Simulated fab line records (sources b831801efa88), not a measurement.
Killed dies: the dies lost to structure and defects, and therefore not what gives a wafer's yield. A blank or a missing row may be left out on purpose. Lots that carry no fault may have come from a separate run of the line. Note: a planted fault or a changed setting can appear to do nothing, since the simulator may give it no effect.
fab line records | flow sky130
record lots=12 | wafers=36 | last-day=50
route steps=708 shown SPACER@306 LOCAL_INTERCONNECT@399 CONTACT@412 PAD_OPEN@708
lots untouched by any fault: they come from a run of this same line in which no faults occurred
start-h: hours from the record's opening day to when the first of the lot's shown wafers began | wait-h: time in hours since the lot's previous step | " same as the row above | L1.1+2: several wafers, shown together as one row | - no value, or no start given | * or withheld: withheld | < > ~ a bound
route shown NAME@n: a module of which the file shows steps, and the number in the route of the first | usual: mean/standard deviation of fault-free wafers | same: alike in all rows | chamber/n: place in a boat | sites: the reading at each site | _std_site: the standard deviation of these | _edge_site: outer sites' mean less inner sites' | radius-mm: for every site, how far away it sits from the centre of the wafer | mask NAME#n: copy n | behind: tool/chamber where the wafer was last shaped | hold: cause of the lot's hold/its duration in hours/its outcome | device: whichever transistor did not switch (one of n, p or np) | end of line: the route-end tests of the same wafers | where a step has no rows: the recipe by itself | killed: dies lost to structure and defects at the first sort, not the wafer's yield | map: the dies of a wafer, with x for killed, . for not killed, _ for no die there
set.NAME: the setting that was run; set.NAME@STEP: the one run at that earlier step | model.NAME: the simulator's own value behind a step, which no gauge read
route steps across a sampled set of lots; one table per step, one row per wafer
services: the hour from which a tool's chamber was out of use, counted from the record's first day as start-h (under 0 if before that day), plus the number of hours and why
## steps
# step SKY_SPACER_ETCHBACK_02
# recipe chemistry=CH3F/O2 | target=Si3N4 | stop-on=SiO2 | source-w=400 | bias-w=80 | pressure-mtorr=25 | ch3f-flow-sccm=40 | O2_flow_sccm=30 | time-s=46.7 | target-depth-a=450
# usual O2_flow_sccm=30.00/0.093 | drypump-motor-current-A=5.8/0.52 | oes-product-au=0.859/0.0064 | rf-fwd-power-W=395.9/1.8 | throttle-valve-pct=10.563/0.0087
lot.wafer | tool        | chamber | start-h | wait-h | O2_flow_sccm | drypump-motor-current-A | oes-product-au | rf-fwd-power-W | rf-hours-counter-h | throttle-valve-pct
L664.2    | rie-diel-02 | 1       | 535.75  | 0.0    | 29.94        | 5.2                     | 0.864          | 397.3          | 14                 | 10.554
L664.4    | "           | 3       | "       | "      | 30.09        | 5.1                     | 0.855          | 398.0          | 10                 | 10.561
L664.5    | "           | 3       | "       | "      | 29.98        | 5.1                     | 0.862          | 397.9          | -                  | 10.563
L666.1    | rie-diel-02 | 2       | 552.16  | 0.1    | 29.84        | 5.8                     | 0.867          | 393.2          | 5                  | 10.566
L666.4    | "           | 0       | "       | "      | 29.99        | 5.9                     | 0.863          | 392.1          | 9                  | 10.578
L666.5    | "           | 2       | "       | "      | 30.08        | 5.8                     | 0.867          | 393.9          | -                  | 10.562
L670.1    | rie-diel-04 | 1       | 593.91  | 0.1    | 30.19        | 5.6                     | 0.859          | 399.1          | 40                 | 10.562
L670.2    | "           | 2       | "       | "      | 30.06        | 6.2                     | 0.864          | 394.5          | 1                  | 10.573
L670.5    | "           | 0       | "       | "      | 30.02        | 5.2                     | 0.864          | 395.7          | -                  | 10.560
L671.2    | rie-diel-04 | 2       | 600.01  | 0.0    | 30.04        | 6.3                     | 0.859          | 396.4          | 1                  | 10.573
L671.3    | "           | 1       | "       | "      | 29.96        | 5.7                     | 0.859          | 400.7          | 40                 | 10.559
L671.6    | "           | 3       | "       | "      | 29.86        | 6.4                     | 0.870          | 396.3          | -                  | 10.583
L672.1    | rie-diel-02 | 1       | 608.03  | 0.1    | 30.04        | 5.2                     | 0.850          | 395.4          | 15                 | 10.561
L672.3    | "           | 2       | "       | "      | 30.00        | 5.8                     | 0.859          | 393.1          | 6                  | 10.547
L672.5    | "           | 3       | "       | "      | 30.20        | 5.1                     | 0.855          | 396.7          | -                  | 10.572
L674.4    | rie-diel-04 | 2       | 621.18  | 0.0    | 29.97        | 6.2                     | 0.857          | 396.7          | 1                  | 10.570
L674.5    | "           | 3       | "       | "      | 29.99        | 6.4                     | 0.858          | 395.9          | -                  | 10.560
L674.6    | "           | 0       | "       | "      | 30.00        | 5.3                     | 0.861          | 393.9          | -                  | 10.570
L679.1    | rie-diel-02 | 3       | 658.73  | 0.1    | 29.95        | 5.1                     | 0.861          | 397.1          | 13                 | 10.564
L679.2    | "           | 1       | "       | "      | 29.91        | 5.2                     | 0.857          | 395.6          | 16                 | 10.560
L679.5    | "           | 3       | "       | "      | 30.02        | 5.1                     | 0.868          | 397.0          | -                  | 10.560
L682.1    | rie-diel-03 | 2       | 683.76  | 0.1    | 30.05        | 6.5                     | 0.871          | 397.0          | 10                 | 10.572
L682.5    | "           | 3       | "       | "      | 30.04        | 6.2                     | 0.863          | 395.5          | -                  | 10.547
L682.6    | "           | 2       | "       | "      | 30.06        | 6.5                     | 0.856          | 397.7          | -                  | 10.574
L683.1    | rie-diel-04 | 3       | 692.48  | 0.1    | 30.14        | 6.4                     | 0.848          | 398.8          | 12                 | 10.566
L683.4    | "           | 0       | "       | "      | 29.88        | 5.2                     | 0.855          | 394.1          | 43                 | 10.575
L683.5    | "           | 1       | "       | "      | 30.02        | 5.7                     | 0.856          | 396.9          | -                  | 10.561
L685.2    | rie-diel-03 | 2       | 707.21  | 0.0    | 30.07        | 6.6                     | 0.859          | 395.1          | 10                 | 10.584
L685.3    | "           | 3       | "       | "      | 29.98        | 6.3                     | 0.856          | 396.7          | 4                  | 10.556
L685.6    | "           | 2       | "       | "      | 30.06        | 6.6                     | 0.857          | 396.1          | -                  | 10.578
L686.3    | rie-diel-02 | 3       | 713.08  | 0.0    | 30.00        | 5.1                     | 0.858          | 399.8          | 14                 | 10.561
L686.4    | "           | 1       | "       | "      | 30.09        | 5.2                     | 0.857          | 396.2          | 18                 | 10.555
L686.5    | "           | 0       | "       | "      | 30.11        | 5.9                     | 0.857          | 396.0          | -                  | 10.556
L687.1    | rie-diel-04 | 3       | 719.36  | 0.1    | 29.79        | 6.4                     | 0.851          | 395.7          | 12                 | 10.566
L687.3    | "           | 2       | "       | "      | 29.96        | 6.3                     | 0.848          | 398.1          | -                  | 10.574
L687.4    | "           | 3       | "       | "      | 29.97        | 6.4                     | 0.854          | 395.0          | -                  | 10.555
# step SKY_LOCAL_INTERCONNECT_OVL_MEAS_12
# usual LOCAL_INTERCONNECT_OVL=1/5
lot.wafer | tool       | chamber | start-h | wait-h | LOCAL_INTERCONNECT_OVL[nm]
L664.2    | overlay-01 | -       | 713.02  | 0.1    | -3
L664.4    | "          | -       | "       | "      | 1
L664.5    | "          | -       | "       | "      | 2
L666.1    | overlay-02 | -       | 727.85  | 0.1    | 2
L666.4    | "          | -       | "       | "      | -3
L666.5    | "          | -       | "       | "      | -3
L670.1    | overlay-01 | -       | 767.66  | 0.1    | 6
L670.2    | "          | -       | "       | "      | 11
L670.5    | "          | -       | "       | "      | 6
L671.2    | overlay-01 | -       | 770.22  | 0.1    | -1
L671.3    | "          | -       | "       | "      | 4
L671.6    | "          | -       | "       | "      | -3
L672.1    | overlay-01 | -       | 779.45  | 0.1    | 2
L672.3    | "          | -       | "       | "      | 2
L672.5    | "          | -       | "       | "      | -1
L674.4    | overlay-01 | -       | 792.07  | 0.1    | 5
L674.5    | "          | -       | "       | "      | 13
L674.6    | "          | -       | "       | "      | 3
L679.1    | overlay-01 | -       | 825.72  | 0.1    | -7
L679.2    | "          | -       | "       | "      | -5
L679.5    | "          | -       | "       | "      | 0
L682.1    | overlay-02 | -       | 850.97  | 0.1    | -3
L682.5    | "          | -       | "       | "      | 3
L682.6    | "          | -       | "       | "      | 0
L683.1    | overlay-01 | -       | 860.15  | 0.1    | 8
L683.4    | "          | -       | "       | "      | 6
L683.5    | "          | -       | "       | "      | 11
L685.2    | overlay-01 | -       | 872.92  | 0.1    | -2
L685.3    | "          | -       | "       | "      | -7
L685.6    | "          | -       | "       | "      | -6
L686.3    | overlay-01 | -       | 876.61  | 0.1    | -1
L686.4    | "          | -       | "       | "      | 2
L686.5    | "          | -       | "       | "      | 0
L687.1    | overlay-02 | -       | 883.45  | 0.1    | 7
L687.3    | "          | -       | "       | "      | 0
L687.4    | "          | -       | "       | "      | 7
# step SKY_LOCAL_INTERCONNECT_METAL_ETCH_14
# recipe target-depth-nm=110 | stop-on=PSG | chemistry=Cl2/BCl3 | target=TiN | resist-sidewall-deg=88 | pressure-mtorr=10 | icp-w=900 | bias-w=48.5 | Cl2_flow_sccm=60 | bcl3-flow-sccm=30 | time-s=31.4
# usual bcl3-flow-sccm=30.00/0.086 | drypump-motor-current-A=5.94/0.26 | oes-product-au=0.936/0.0092 | rf-fwd-power-W=888/3.2 | throttle-valve-pct=21.905/0.011
lot.wafer | tool         | chamber | start-h | wait-h | bcl3-flow-sccm | drypump-motor-current-A | oes-product-au | rf-fwd-power-W | rf-hours-counter-h | throttle-valve-pct
L664.2    | rie-metal-03 | 0       | 713.11  | 0.0    | 30.14          | 5.92                    | 0.939          | 885            | 7                  | 21.916
L664.4    | "            | 0       | "       | "      | 30.18          | 5.92                    | 0.920          | 885            | -                  | 21.918
L664.5    | "            | 0       | "       | "      | 30.10          | 5.91                    | 0.937          | 887            | -                  | 21.897
L666.1    | rie-metal-03 | 1       | 727.95  | 0.0    | 29.85          | 6.45                    | 0.931          | 886            | 12                 | 21.913
L666.4    | "            | 0       | "       | "      | 30.13          | 5.91                    | 0.922          | 887            | -                  | 21.918
L666.5    | "            | 0       | "       | "      | 30.12          | 5.91                    | 0.923          | 883            | -                  | 21.923
L670.1    | rie-metal-04 | 1       | 767.76  | 0.0    | 30.12          | 5.84                    | 0.949          | 885            | 0                  | 21.922
L670.2    | "            | 0       | "       | "      | 29.99          | 5.72                    | 0.942          | 890            | 14                 | 21.899
L670.5    | "            | 0       | "       | "      | 29.93          | 5.73                    | 0.940          | 892            | -                  | 21.900
L671.2    | rie-metal-03 | 1       | 770.31  | 0.0    | 29.93          | 6.41                    | 0.926          | 890            | 13                 | 21.927
L671.3    | "            | 0       | "       | "      | 30.11          | 5.92                    | 0.934          | 884            | -                  | 21.902
L671.6    | "            | 0       | "       | "      | 30.00          | 5.93                    | 0.935          | 891            | -                  | 21.894
L672.1    | rie-metal-02 | 1       | 779.55  | 0.0    | 29.94          | 5.57                    | 0.955          | 889            | 10                 | 21.903
L672.3    | "            | 1       | "       | "      | 29.94          | 5.57                    | 0.949          | 892            | -                  | 21.892
L672.5    | "            | 1       | "       | "      | 30.01          | 5.56                    | 0.948          | 891            | -                  | 21.916
L674.4    | rie-metal-03 | 0       | 792.26  | 0.1    | 29.91          | 5.92                    | 0.948          | 887            | -                  | 21.903
L674.5    | "            | 0       | "       | "      | 29.95          | 5.92                    | 0.936          | 886            | -                  | 21.901
L674.6    | "            | 0       | "       | "      | 30.09          | 5.91                    | 0.939          | 887            | -                  | 21.907
L679.1    | rie-metal-02 | 0       | 825.81  | 0.0    | 30.05          | 6.01                    | 0.933          | 889            | 10                 | 21.899
L679.2    | "            | 1       | "       | "      | 30.00          | 5.57                    | 0.930          | 891            | 12                 | 21.915
L679.5    | "            | 0       | "       | "      | 30.05          | 6.01                    | 0.941          | 893            | -                  | 21.916
L682.1    | rie-metal-04 | 1       | 851.06  | 0.0    | 29.92          | 5.84                    | 0.932          | 886            | 4                  | 21.911
L682.5    | "            | 0       | "       | "      | 29.95          | 5.72                    | 0.936          | 891            | -                  | 21.885
L682.6    | "            | 1       | "       | "      | 29.97          | 5.82                    | 0.916          | 881            | -                  | 21.906
L683.1    | rie-metal-04 | 1       | 860.31  | 0.1    | 29.81          | 5.86                    | 0.939          | 887            | 4                  | 21.909
L683.4    | "            | 1       | "       | "      | 29.96          | 5.82                    | 0.943          | 882            | -                  | 21.906
L683.5    | "            | 1       | "       | "      | 30.13          | 5.81                    | 0.939          | 882            | -                  | 21.900
L685.2    | rie-metal-03 | 0       | 873.01  | 0.0    | 29.97          | 5.93                    | 0.941          | 887            | 13                 | 21.896
L685.3    | "            | 1       | "       | "      | 30.02          | 6.41                    | 0.934          | 882            | -                  | 21.917
L685.6    | "            | 1       | "       | "      | 30.12          | 6.44                    | 0.938          | 890            | -                  | 21.909
L686.3    | rie-metal-04 | 1       | 876.72  | 0.0    | 30.01          | 5.85                    | 0.934          | 886            | -                  | 21.898
L686.4    | "            | 0       | "       | "      | 30.05          | 5.72                    | 0.921          | 894            | -                  | 21.912
L686.5    | "            | 1       | "       | "      | 29.87          | 5.84                    | 0.937          | 887            | -                  | 21.921
L687.1    | rie-metal-03 | 1       | 883.55  | 0.0    | 30.02          | 6.44                    | 0.930          | 887            | 3                  | 21.886
L687.3    | "            | 0       | "       | "      | 29.94          | 5.91                    | 0.938          | 888            | -                  | 21.892
L687.4    | "            | 1       | "       | "      | 30.03          | 6.41                    | 0.928          | 888            | -                  | 21.891
# step SKY_CONTACT_DEHYDRATE_06
# recipe temp-c=200 | time-s=60
# usual heater-power-total-W=160.40/0.13 | plate-temp-C=200.00/0.16
lot.wafer | tool           | chamber | start-h | wait-h | heater-power-total-W | plate-temp-C
L664.2    | litho-track-01 | 0       | 727.87  | 13.5   | 160.38               | 200.11
L664.4    | "              | 0       | "       | "      | 160.51               | 200.04
L664.5    | "              | 0       | "       | "      | 160.38               | 200.07
L666.1    | litho-track-01 | 0       | 742.69  | 13.6   | 160.61               | 199.93
L666.4    | "              | 0       | "       | "      | 160.58               | 199.98
L666.5    | "              | 0       | "       | "      | 160.42               | 200.06
L670.1    | litho-track-01 | 0       | 781.55  | 12.5   | 164.24               | 203.31
L670.2    | "              | 0       | "       | "      | 163.94               | 203.63
L670.5    | "              | 0       | "       | "      | 164.07               | 203.57
L671.2    | litho-track-02 | 0       | 783.91  | 12.3   | 160.30               | 199.95
L671.3    | "              | 0       | "       | "      | 160.33               | 200.22
L671.6    | "              | 0       | "       | "      | 160.31               | 200.27
L672.1    | litho-track-01 | 0       | 794.15  | 13.4   | 164.09               | 203.52
L672.3    | "              | 0       | "       | "      | 163.88               | 203.66
L672.5    | "              | 0       | "       | "      | 163.96               | 203.68
L674.4    | litho-track-01 | 0       | 805.42  | 11.9   | 163.91               | 203.89
L674.5    | "              | 0       | "       | "      | 164.04               | 203.52
L674.6    | "              | 0       | "       | "      | 164.16               | 203.92
L679.1    | litho-track-04 | 0       | 839.55  | 12.5   | 160.47               | 199.97
L679.2    | "              | 0       | "       | "      | 160.36               | 200.13
L679.5    | "              | 0       | "       | "      | 160.56               | 199.73
L682.1    | litho-track-01 | 0       | 864.15  | 11.9   | 160.46               | 199.68
L682.5    | "              | 0       | "       | "      | 160.63               | 199.87
L682.6    | "              | 0       | "       | "      | 160.33               | 200.08
L683.1    | litho-track-02 | 0       | 873.73  | 12.2   | 160.26               | 199.86
L683.4    | "              | 0       | "       | "      | 160.50               | 200.18
L683.5    | "              | 0       | "       | "      | 160.21               | 199.71
L685.2    | litho-track-02 | 0       | 886.41  | 12.1   | 160.16               | 199.91
L685.3    | "              | 0       | "       | "      | 160.39               | 200.26
L685.6    | "              | 0       | "       | "      | 160.39               | 200.12
L686.3    | litho-track-02 | 0       | 889.93  | 12.0   | 160.64               | 200.13
L686.4    | "              | 0       | "       | "      | 160.61               | 200.09
L686.5    | "              | 0       | "       | "      | 160.33               | 200.23
L687.1    | litho-track-02 | 0       | 897.38  | 12.6   | 160.32               | 199.76
L687.3    | "              | 0       | "       | "      | 160.41               | 200.16
L687.4    | "              | 0       | "       | "      | 160.53               | 199.79
# step SKY_PAD_OPEN_PROBE_99
# usual killed_at_M0_to_M3=42/6.7 | killed_at_M4_up=3.3/2.1 | killed-at-contacts=24/5.1 | killed-at-front-end=15/4.6 | killed-at-other=0.3/0.58 | killed-dies=85/9.9 | killed-open=46/6.9 | killed-short=38/7
# same gross-dies=492 | killed-at-back-side=0
lot.wafer | tool      | chamber | start-h | wait-h | killed_at_M0_to_M3 | killed_at_M4_up | killed-at-contacts | killed-at-front-end | killed-at-other | killed-dies | killed-open | killed-short
L671.2    | prober-02 | -       | 1128.37 | 0.1    | 44                 | 4               | 23                 | 17                  | 0               | 88          | 44          | 44
L671.3    | prober-02 | -       | 1128.42 | 0.2    | 39                 | 2               | 29                 | 21                  | 0               | 91          | 50          | 41
L671.6    | prober-02 | -       | 1128.57 | 0.2    | 35                 | 1               | 26                 | 19                  | 0               | 81          | 43          | 37
L672.1    | prober-01 | -       | 1134.52 | 0.1    | 48                 | 4               | 19                 | 16                  | 0               | 87          | 51          | 36
L672.3    | prober-01 | -       | 1134.62 | 0.2    | 34                 | 5               | 23                 | 15                  | 0               | 77          | 44          | 33
L672.5    | prober-01 | -       | 1134.72 | 0.2    | 43                 | 4               | 28                 | 19                  | 1               | 95          | 54          | 41
L679.1    | prober-02 | -       | 1166.97 | 0.1    | 44                 | 1               | 24                 | 9                   | 0               | 78          | 44          | 32
L679.2    | prober-02 | -       | 1167.02 | 0.1    | 35                 | 4               | 18                 | 10                  | 1               | 68          | 44          | 20
L679.5    | prober-02 | -       | 1167.17 | 0.2    | 39                 | 2               | 15                 | 10                  | 1               | 67          | 36          | 30
L683.1    | prober-01 | -       | 1192.07 | 0.1    | 52                 | 4               | 21                 | 13                  | 0               | 90          | 48          | 41
L683.4    | prober-01 | -       | 1192.22 | 0.2    | 40                 | 0               | 23                 | 12                  | 0               | 75          | 45          | 28
L683.5    | prober-01 | -       | 1192.27 | 0.2    | 36                 | 2               | 19                 | 10                  | 0               | 67          | 33          | 34
L685.2    | prober-02 | -       | 1199.52 | 0.1    | 44                 | 5               | 24                 | 18                  | 1               | 92          | 54          | 38
L685.3    | prober-02 | -       | 1199.57 | 0.2    | 27                 | 0               | 22                 | 9                   | 2               | 60          | 35          | 25
L685.6    | prober-02 | -       | 1199.72 | 0.2    | 51                 | 2               | 38                 | 12                  | 0               | 103         | 58          | 45
# killed by level:class
L671.2 VIA1:geometric-particle:open=11 CONTACT:geometric-particle:open=8 FIELD_ISO:geometric-particle:short=7 METAL1:geometric-particle:short=7 FIELD_ISO:geometric-particle:open=6 VIA2:geometric-particle:open=6 CONTACT:geometric-particle:short=5 METAL3:geometric-particle:short=5
L671.3 VIA1:geometric-particle:open=11 LI_CONTACT:geometric-particle:open=9 FIELD_ISO:geometric-particle:open=7 CONTACT:geometric-particle:open=7 VIA1:geometric-particle:short=6 CONTACT:geometric-particle:short=6 VIA2:geometric-particle:open=6 METAL1:geometric-particle:short=5
L671.6 VIA1:geometric-particle:open=11 LI_CONTACT:geometric-particle:open=7 CONTACT:geometric-particle:open=6 FIELD_ISO:geometric-particle:open=5 LOCAL_INTERCONNECT:geometric-particle:short=5 METAL1:geometric-particle:short=5 FIELD_ISO:geometric-particle:short=4 POLY_GATE:geometric-particle:open=3
L672.1 VIA1:geometric-particle:open=10 VIA2:geometric-particle:open=8 CONTACT:geometric-particle:open=7 METAL3:geometric-particle:short=6 VIA3:geometric-particle:open=5 LI_CONTACT:geometric-particle:open=5 METAL2:geometric-particle:short=5 VIA3:geometric-particle:short=4
L672.3 CONTACT:geometric-particle:open=7 VIA2:geometric-particle:open=7 FIELD_ISO:geometric-particle:open=6 LI_CONTACT:geometric-particle:open=6 METAL1:geometric-particle:short=5 VIA1:geometric-particle:open=5 VIA3:geometric-particle:open=5 POLY_GATE:geometric-particle:open=4
L672.5 LI_CONTACT:geometric-particle:open=15 VIA3:geometric-particle:open=9 VIA2:geometric-particle:open=7 FIELD_ISO:geometric-particle:open=6 VIA1:geometric-particle:open=6 POLY_GATE:geometric-particle:short=5 CONTACT:geometric-particle:open=5 VIA1:geometric-particle:short=5
L679.1 VIA1:geometric-particle:open=10 LI_CONTACT:geometric-particle:open=9 CONTACT:geometric-particle:open=7 VIA3:geometric-particle:open=6 METAL1:geometric-particle:short=5 METAL2:geometric-particle:short=5 VIA2:geometric-particle:open=5 LOCAL_INTERCONNECT:geometric-particle:short=3
L679.2 LI_CONTACT:geometric-particle:open=9 VIA3:geometric-particle:open=8 VIA1:geometric-particle:open=7 VIA2:geometric-particle:open=6 FIELD_ISO:geometric-particle:open=4 CONTACT:geometric-particle:open=4 LOCAL_INTERCONNECT:geometric-particle:short=3 METAL1:geometric-particle:short=3
L679.5 LI_CONTACT:geometric-particle:open=9 METAL2:geometric-particle:short=9 VIA1:geometric-particle:open=6 VIA1:geometric-particle:short=6 VIA2:geometric-particle:open=5 POLY_GATE:geometric-particle:open=4 VIA3:geometric-particle:open=4 CONTACT:geometric-particle:open=3
L683.1 VIA1:geometric-particle:open=11 CONTACT:geometric-particle:open=10 METAL3:geometric-particle:short=7 METAL1:geometric-particle:short=7 VIA3:geometric-particle:open=6 LOCAL_INTERCONNECT:geometric-particle:short=5 METAL2:geometric-particle:short=5 FIELD_ISO:geometric-particle:open=4
L683.4 LI_CONTACT:geometric-particle:open=9 VIA3:geometric-particle:open=9 LI_CONTACT:geometric-particle:short=6 CONTACT:geometric-particle:open=6 VIA1:geometric-particle:open=6 VIA2:geometric-particle:open=5 METAL1:geometric-particle:short=4 VIA1:geometric-particle:short=4
L683.5 VIA1:geometric-particle:open=8 LI_CONTACT:geometric-particle:open=6 METAL1:geometric-particle:short=6 FIELD_ISO:geometric-particle:short=5 METAL2:geometric-particle:short=5 VIA2:geometric-particle:open=5 CONTACT:geometric-particle:short=4 LI_CONTACT:geometric-particle:short=3
L685.2 CONTACT:geometric-particle:open=11 VIA1:geometric-particle:open=9 VIA3:geometric-particle:open=8 LI_CONTACT:geometric-particle:open=7 POLY_GATE:geometric-particle:open=5 CONTACT:geometric-particle:short=5 VIA1:geometric-particle:short=5 VIA2:geometric-particle:open=5
L685.3 VIA1:geometric-particle:open=8 CONTACT:geometric-particle:open=7 LI_CONTACT:geometric-particle:open=6 VIA3:geometric-particle:open=5 LOCAL_INTERCONNECT:geometric-particle:short=4 CONTACT:geometric-particle:short=4 VIA2:geometric-particle:open=4 FIELD_ISO:geometric-particle:short=3
L685.6 CONTACT:geometric-particle:open=13 VIA1:geometric-particle:open=11 LI_CONTACT:geometric-particle:open=9 CONTACT:geometric-particle:short=9 VIA3:geometric-particle:open=7 METAL1:geometric-particle:short=7 METAL2:geometric-particle:short=6 VIA2:geometric-particle:open=6
## services
tool         | chamber | start-h | hours | kind
rie-diel-04  | -       | 524.00  | 0.3   | repair
rie-diel-03  | 0       | 538.85  | 4.6   | repair
rie-metal-03 | -       | 565.28  | 2.8   | pm
rie-metal-03 | 1       | 585.99  | 16.6  | repair
rie-diel-02  | 0       | 586.75  | 10.4  | repair
rie-metal-04 | -       | 622.28  | 1.4   | pm
rie-diel-04  | 3       | 633.89  | 11.2  | repair
rie-diel-04  | 1       | 677.41  | 6.4   | repair
rie-diel-02  | -       | 683.01  | 1.1   | repair
rie-metal-04 | -       | 686.43  | 0.7   | repair
rie-metal-03 | -       | 691.73  | 0.5   | repair
rie-diel-02  | -       | 713.37  | 0.6   | repair
rie-diel-04  | 0       | 713.55  | 20.3  | repair
rie-diel-04  | 1       | 715.57  | 38.9  | repair
rie-metal-03 | 0       | 716.12  | 1.1   | repair
rie-metal-04 | -       | 735.58  | 0.3   | repair
rie-diel-04  | 0       | 747.55  | 9.2   | repair
rie-diel-02  | 2       | 777.34  | 40.1  | repair
rie-diel-02  | 3       | 793.34  | 2.6   | repair
rie-diel-04  | 0       | 817.29  | 3.8   | repair
rie-metal-03 | 1       | 835.88  | 4.2   | repair
rie-diel-04  | 2       | 856.59  | 7.1   | repair
rie-diel-02  | 2       | 862.38  | 4.8   | repair
rie-diel-04  | 2       | 871.16  | 2.4   | repair
## key
first-sign step=SKY_CONTACT_DEHYDRATE_06 | reading=heater-power-total-W | direction=up | sigmas=29 | usual=* | struck=*
effect step=SKY_CONTACT_DEHYDRATE_06 | reading=plate-temp-C | direction=up | sigmas=23 | usual=* | struck=*
met-at SKY_CONTACT_DEHYDRATE_06
struck-lots L670,L672,L674
tester-left-out L670,L672,L674
not-acting-at SKY_SPACER_ETCHBACK_02,SKY_LOCAL_INTERCONNECT_OVL_MEAS_12,SKY_LOCAL_INTERCONNECT_METAL_ETCH_14
onset-between 742.69 781.55
fault kind=process-parameter-drift | tool=litho-track-01 | chamber=- | onset-h=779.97 | steps=SKY_CONTACT_DEHYDRATE_06 | channel=temp-c | offset=* | shape=step | end-h=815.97 | acts-in=* | stated=*
# tester-left-out: of these lots the tester's yield and bins aren't shown, on N5 and GAA mostly nor the transistor test; their killed dies are dies lost to structure and defects alone, not to doping, threshold or leakage, so they don't give the yield
